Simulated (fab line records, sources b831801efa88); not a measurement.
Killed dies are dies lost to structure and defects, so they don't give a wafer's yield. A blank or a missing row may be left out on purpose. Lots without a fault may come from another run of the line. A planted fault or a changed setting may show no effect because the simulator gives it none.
fab line records | flow sky130
record lots=6 wafers=18 last_day=50
route steps=708 shown CAP2M@620 METAL4@621
lots that met no fault: from a run of the same line without faults
start_h: hours from the record's first day to the start of the lot's first wafer shown | wait_h: hours since the lot's step before | " the same as in the row above | L1.1+2: a row that stands for several wafers | - no value, or no start given | * or withheld: withheld | < > ~ a bound
route shown NAME@n: a module of which the file shows steps, and the number in the route of the first | usual: mean/standard deviation of fault-free wafers | same: alike in all rows | chamber/n: place in a boat | sites: the reading at each site | _std_site: their standard deviation | _edge_site: outer sites' mean less inner sites' | radius_mm: how far each site lies from the wafer's centre | mask NAME#n: copy n | behind: the tool/chamber that last shaped the wafer | hold: why the lot was held/for how many hours/how that ended | device: the transistor (n, p or np) that didn't switch | end of line: the same wafers' tests at the end of the route | a step without rows: its recipe alone | killed: dies lost to structure and defects at the first sort, not the wafer's yield | map: a wafer's dies, x killed, . not, _ none there
set.NAME: the setting as run; set.NAME@STEP: as run at that earlier step | model.NAME: the simulator's own value behind a step, which no gauge read
lots at some steps of the route; a table a step, a row a wafer
services: from which hour (start_h, from the record's first day; less than 0 if before it) a tool's chamber was out of use, for how many hours, and why
## steps
# step SKY_CAP2M_CLEAN_17
# recipe chemistry=O3/DIW dry=n2_spin
# step SKY_METAL4_DEHYDRATE_05
# recipe temp_c=200 time_s=60
# step SKY_METAL4_HMDS_06
# recipe prime_time_s=60 prime_temp_c=120
# step SKY_METAL4_COAT_07
# recipe resist=BARC temp_c=withheld time_s=withheld spin_rpm=3000 resist_thk_nm=60
# step SKY_METAL4_COAT_08
# recipe resist=KrF-thick spin_rpm=3000 resist_thk_nm=1140
# step SKY_METAL4_SOFTBAKE_09
# recipe temp_c=100 time_s=90 resist=KrF-thick
# step SKY_METAL4_EXPOSE_10
# recipe mask_id=MM4 na=0.68 source_shape=annular sigma_inner=0.4 sigma_outer=0.8 target_cd_nm=300 dose_mj=28
# step SKY_METAL4_PEB_11
# recipe peb_temp_c=withheld peb_time_s=withheld resist=KrF-thick
# step SKY_METAL4_DEVELOP_12
# recipe develop_time_s=60 resist=KrF-thick dev_temp_c=21
# step SKY_METAL4_CD_MEAS_13
# recipe target_cd_nm=300
# usual cd_nm=300.1/1.5
# columns lot.wafer tool chamber start_h wait_h cd_nm
L697.3 cd_sem-02 - 1049.70 - 300.4
L697.4 " - " " 300.8
L697.5 " - " " 300.5
L700.2 cd_sem-02 - 1070.13 - 297.2
L700.4 " - " " 299.2
L700.5 " - " " 298.5
L701.2 cd_sem-01 - 1073.13 - 299.0
L701.4 " - " " 299.8
L701.5 " - " " 299.6
L703.3 cd_sem-02 - 1085.37 - 302.4
L703.4 " - " " 303.1
L703.6 " - " " 302.8
L709.2 cd_sem-01 - 1122.93 - 299.1
L709.4 " - " " 301.6
L709.5 " - " " 301.4
L710.1 cd_sem-01 - 1129.87 - 301.1
L710.5 " - " " 299.6
L710.6 " - " " 300.1
# step SKY_METAL4_OVL_MEAS_14
# usual METAL4_OVL=0/6.2
# columns lot.wafer tool chamber start_h wait_h METAL4_OVL[nm]
L697.3 overlay-02 - 1049.79 0.1 -8
L697.4 " - " " -8
L697.5 " - " " -2
L700.2 overlay-02 - 1070.24 0.1 2
L700.4 " - " " 4
L700.5 " - " " 4
L701.2 overlay-02 - 1073.24 0.1 -8
L701.4 " - " " -8
L701.5 " - " " -5
L703.3 overlay-02 - 1085.47 0.1 -4
L703.4 " - " " 3
L703.6 " - " " 2
L709.2 overlay-01 - 1123.04 0.1 5
L709.4 " - " " 9
L709.5 " - " " -1
L710.1 overlay-01 - 1129.99 0.1 9
L710.5 " - " " 5
L710.6 " - " " -2
# step SKY_METAL4_DESCUM_15
# recipe chemistry=O2 source_power_w=150 bias_power_w=0 pressure_mtorr=10 temp_c=40 time_s=8
# usual drypump_motor_current_A=5.3/0.49 oes_product_au=1.004/0.0084
# columns lot.wafer tool chamber start_h wait_h drypump_motor_current_A oes_product_au rf_hours_counter_h
L697.3 rie_metal-01 0 1049.83 0.0 6.0 1.013 -
L697.4 " 1 " " 5.0 1.001 -
L697.5 " 1 " " 5.0 1.006 -
L700.2 rie_metal-04 1 1070.27 0.0 4.7 1.009 17
L700.4 " 0 " " 4.9 1.002 -
L700.5 " 0 " " 4.9 1.002 -
L701.2 rie_metal-02 1 1073.27 0.0 5.9 1.015 17
L701.4 " 0 " " 5.3 1.007 -
L701.5 " 1 " " 5.9 1.022 -
L703.3 rie_metal-04 0 1085.50 0.0 4.9 0.996 -
L703.4 " 1 " " 4.7 1.006 -
L703.6 " 0 " " 4.9 1.007 -
L709.2 rie_metal-02 0 1123.07 0.0 5.3 1.008 14
L709.4 " 0 " " 5.3 1.004 -
L709.5 " 0 " " 5.3 1.001 -
L710.1 rie_metal-01 0 1130.03 0.0 5.9 1.016 8
L710.5 " 0 " " 6.0 1.019 -
L710.6 " 0 " " 6.0 1.018 -
# step SKY_METAL4_ETCH_16
# recipe chemistry=N2/H2 target=BARC ion_energy_ev=200 bias_w=100 pressure_mtorr=30 n2_flow_sccm=100 h2_flow_sccm=200 icp_w=500 stop_on=SiO2 time_s=88.2 target_depth_a=600
# usual bias_w=100.0/0.31 chamber_pressure_mTorr=29.994/0.03 drypump_motor_current_A=5.3/0.49 oes_product_au=0.625/0.005 throttle_valve_pct=13.206/0.0096
# columns lot.wafer tool chamber start_h wait_h bias_w chamber_pressure_mTorr drypump_motor_current_A oes_product_au rf_hours_counter_h throttle_valve_pct model.KrF-thick_of_METAL4_COAT_08.thk_nm
L697.3 rie_metal-01 0 1049.88 0.0 100.1 29.957 6.0 0.632 - 13.204 1076
L697.4 " 1 " " 99.7 29.985 5.0 0.621 - 13.201 1074
L697.5 " 1 " " 100.2 29.986 5.0 0.621 - 13.222 1072
L700.2 rie_metal-04 1 1070.30 0.0 - - - - - - 1130
L700.4 " 0 " " - - - - - - 1128
L700.5 " 0 " " - - - - - - 1130
L701.2 rie_metal-02 1 1073.30 0.0 - - - - - - 1127
L701.4 " 0 " " - - - - - - 1127
L701.5 " 1 " " - - - - - - 1126
L703.3 rie_metal-04 0 1085.56 0.0 100.4 29.987 4.9 0.622 - 13.195 1077
L703.4 " 1 " " 99.4 30.024 4.6 0.630 - 13.211 1077
L703.6 " 0 " " 100.2 29.993 5.0 0.626 - 13.197 1074
L709.2 rie_metal-02 0 1123.10 0.0 100.0 29.949 5.3 0.620 14 13.201 1072
L709.4 " 0 " " 99.7 30.052 5.3 0.629 - 13.216 1077
L709.5 " 0 " " 100.0 30.007 5.3 0.620 - 13.202 1077
L710.1 rie_metal-01 0 1130.09 0.1 100.2 29.924 6.0 0.622 8 13.216 1073
L710.5 " 0 " " 100.2 30.040 6.0 0.628 - 13.197 1078
L710.6 " 0 " " 100.4 30.015 6.0 0.625 - 13.211 1074
# step SKY_METAL4_ETCH_17
# recipe target=SiO2 stop_on=TiN chemistry=C4F8/O2/Ar source_w=1500 bias_w=1200 pressure_mtorr=40 c4f8_flow_sccm=withheld O2_flow_sccm=6 Ar_flow_sccm=300 time_s=3.9 target_depth_a=150
# usual bias_w=1199/3.9 chamber_pressure_mTorr=40.00/0.041 oes_product_au=0.752/0.008
# columns lot.wafer tool chamber start_h wait_h bias_w chamber_pressure_mTorr oes_product_au rf_hours_counter_h
L697.3 rie_diel-04 2 1049.95 0.0 1205 40.00 0.747 23
L697.4 " 3 " " 1200 40.01 0.765 12
L697.5 " 2 " " 1204 39.93 0.747 -
L700.2 rie_diel-04 3 1070.40 0.1 1195 40.02 0.365 13
L700.4 " 0 " " 1200 39.99 0.381 15
L700.5 " 0 " " 1199 40.00 0.380 -
L701.2 rie_diel-04 3 1073.40 0.1 1205 40.04 0.371 13
L701.4 " 0 " " 1200 39.97 0.368 15
L701.5 " 3 " " 1195 40.03 0.377 -
L703.3 rie_diel-02 2 1085.62 0.0 1197 39.96 0.765 0
L703.4 " 2 " " 1196 40.01 0.770 -
L703.6 " 0 " " 1198 40.03 0.769 -
L709.2 rie_diel-04 1 1123.20 0.1 1201 40.00 0.749 22
L709.4 " 1 " " 1198 40.10 0.755 -
L709.5 " 2 " " 1199 39.99 0.747 -
L710.1 rie_diel-02 1 1130.29 0.2 1199 40.00 0.762 20
L710.5 " 2 " " 1198 40.04 0.753 -
L710.6 " 3 " " 1196 40.06 0.754 -
# step SKY_METAL4_METAL_ETCH_18
# recipe target_depth_a=8450 stop_on=SiO2 over_etch_frac=0.3 time_s=183.1 chemistry=Cl2/BCl3 resist_sidewall_deg=88 pressure_mtorr=10 icp_w=900 bias_w=48.5 Cl2_flow_sccm=60 bcl3_flow_sccm=30
# usual bcl3_flow_sccm=29.99/0.091 bias_w=48.53/0.14 drypump_motor_current_A=5.4/0.46 oes_product_au=0.865/0.0066 throttle_valve_pct=22.264/0.01
# same over_etch_frac=0.3
# columns lot.wafer tool chamber start_h wait_h bcl3_flow_sccm bias_w drypump_motor_current_A oes_product_au rf_hours_counter_h throttle_valve_pct model.KrF-thick_of_METAL4_COAT_08.thk_nm
L697.3 rie_metal-02 0 1050.02 0.1 29.95 48.41 5.3 0.871 - 22.274 523
L697.4 " 1 " " 29.94 48.54 5.9 0.861 - 22.280 514.5
L697.5 " 1 " " 29.79 48.55 5.9 0.861 - 22.269 516.8
L700.2 rie_metal-02 0 1070.41 0.0 29.92 48.60 5.3 0.366 10 22.242 574.9
L700.4 " 1 " " 30.02 48.55 5.9 0.376 - 22.255 565.8
L700.5 " 1 " " 30.06 48.68 5.9 0.376 - 22.257 568.9
L701.2 rie_metal-01 1 1073.41 0.0 29.96 48.42 5.0 0.379 25 22.266 588.3
L701.4 " 1 " " 29.95 48.35 5.0 0.376 - 22.263 583
L701.5 " 0 " " 29.97 48.59 5.9 0.374 - 22.257 576.3
L703.3 rie_metal-01 1 1085.70 0.1 30.01 48.53 5.0 0.862 - 22.266 523.9
L703.4 " 0 " " 29.91 48.62 6.0 0.866 - 22.277 520.8
L703.6 " 1 " " 30.08 48.58 5.0 0.858 - 22.268 527.3
L709.2 rie_metal-01 0 1123.27 0.1 29.89 48.33 6.0 0.864 - 22.271 513.4
L709.4 " 0 " " 29.95 48.45 6.0 0.857 - 22.264 522.4
L709.5 " 0 " " 30.03 48.69 5.9 0.859 - 22.255 518.6
L710.1 rie_metal-02 1 1130.31 0.0 30.08 48.51 5.9 0.857 21 22.253 509.9
L710.5 " 1 " " 30.07 48.46 5.9 0.862 - 22.246 517.3
L710.6 " 0 " " 29.91 48.40 5.3 0.863 - 22.262 517.2
# step SKY_METAL4_STRIP_19
# recipe chemistry=O2/N2 power_w=1400 pressure_mtorr=1500 platen_temp_c=withheld o2_flow_sccm=3000 n2_flow_sccm=300 overash_fraction=0.5
# usual drypump_motor_current_A=5.3/0.36 oes_product_au=0.501/0.0054 strip_time_to_endpoint_s=6.50/0.073
# columns lot.wafer tool chamber start_h wait_h drypump_motor_current_A oes_product_au rf_hours_counter_h strip_time_to_endpoint_s
L697.3 plasma_asher-03 0 1050.18 0.1 5.5 0.509 - 6.49
L697.4 " 1 " " 5.3 0.490 - 6.41
L697.5 " 0 " " 5.5 0.500 - 6.43
L700.2 plasma_asher-01 0 1070.59 0.1 4.9 0.524 33 7.01
L700.4 " 1 " " 5.1 0.518 - 6.91
L700.5 " 1 " " 5.2 0.521 - 6.95
L701.2 plasma_asher-01 1 1073.59 0.1 5.1 0.534 34 7.14
L701.4 " 1 " " 5.1 0.523 - 7.09
L701.5 " 1 " " 5.1 0.522 - 7.01
L703.3 plasma_asher-04 1 1085.85 0.1 4.7 0.500 - 6.51
L703.4 " 0 " " 5.9 0.499 - 6.48
L703.6 " 1 " " 4.7 0.504 - 6.55
L709.2 plasma_asher-03 1 1123.57 0.2 5.3 0.498 5 6.39
L709.4 " 1 " " 5.4 0.507 - 6.49
L709.5 " 0 " " 5.5 0.493 - 6.45
L710.1 plasma_asher-04 0 1130.49 0.1 5.9 0.496 100 6.36
L710.5 " 0 " " 6.0 0.502 - 6.43
L710.6 " 1 " " 4.7 0.496 - 6.44
# step SKY_METAL4_STRIP_20
# recipe chemistry=post_etch_residue_remover time_s=1200 temp_c=72.5
## services
# columns tool chamber start_h hours kind
rie_metal-01 0 1032.29 6.4 repair
rie_diel-02 0 1052.24 3.3 repair
plasma_asher-03 - 1055.25 9.0 pm
plasma_asher-03 0 1055.25 9.0 vent_cycle
plasma_asher-03 1 1055.25 9.0 vent_cycle
plasma_asher-03 0 1064.25 - clean
plasma_asher-03 1 1064.25 - clean
rie_diel-02 2 1069.66 - clean
rie_diel-02 2 1069.66 15.5 scheduled_down
rie_diel-02 2 1069.66 15.5 vent_cycle
plasma_asher-03 - 1079.78 0.3 repair
rie_diel-02 3 1080.82 4.8 repair
plasma_asher-03 - 1089.65 1.3 repair
rie_diel-04 2 1105.82 5.4 repair
rie_metal-01 1 1115.26 - clean
rie_metal-01 1 1115.26 - consumable_replace:focus_ring
rie_metal-01 1 1115.26 23.7 scheduled_down
rie_metal-01 1 1115.26 23.7 vent_cycle
rie_diel-04 3 1116.63 10.8 repair
plasma_asher-03 - 1124.73 2.8 pm
## key
first_sign step=SKY_METAL4_ETCH_16 reading=tool_record direction=missing
effect step=SKY_METAL4_ETCH_17 reading=oes_product_au direction=down sigmas=47 usual=0.752 struck=0.374
effect step=SKY_METAL4_METAL_ETCH_18 reading=oes_product_au direction=down sigmas=74 usual=0.865 struck=0.374
effect step=SKY_METAL4_STRIP_19 reading=strip_time_to_endpoint_s direction=up sigmas=7.1 usual=* struck=*
model_effect step=SKY_METAL4_ETCH_16 value=KrF-thick_of_METAL4_COAT_08.thk_nm without=1077 struck=1128
model_effect step=SKY_METAL4_METAL_ETCH_18 value=KrF-thick_of_METAL4_COAT_08.thk_nm without=525.7 struck=576.2
met_at SKY_METAL4_ETCH_16
struck_wafers L700.2,L700.4,L700.5,L701.2,L701.4,L701.5
later_rows_left_out L700.2,L700.4,L700.5,L701.2,L701.4,L701.5
sort_left_out L700.2,L700.4,L700.5,L701.2,L701.4,L701.5
fault kind=skipped_step_whole tool=rie_metal-02,rie_metal-04 chamber=- onset_h=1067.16 steps=SKY_METAL4_ETCH_16 scope=struck_lots_only
# sort_left_out: the simulated sort isn't trusted on such a fault, so these wafers' sort isn't shown, and their yield isn't known
# later_rows_left_out: the simulator's readings of these wafers behind a module that went badly wrong aren't trusted and aren't shown, but for the sort
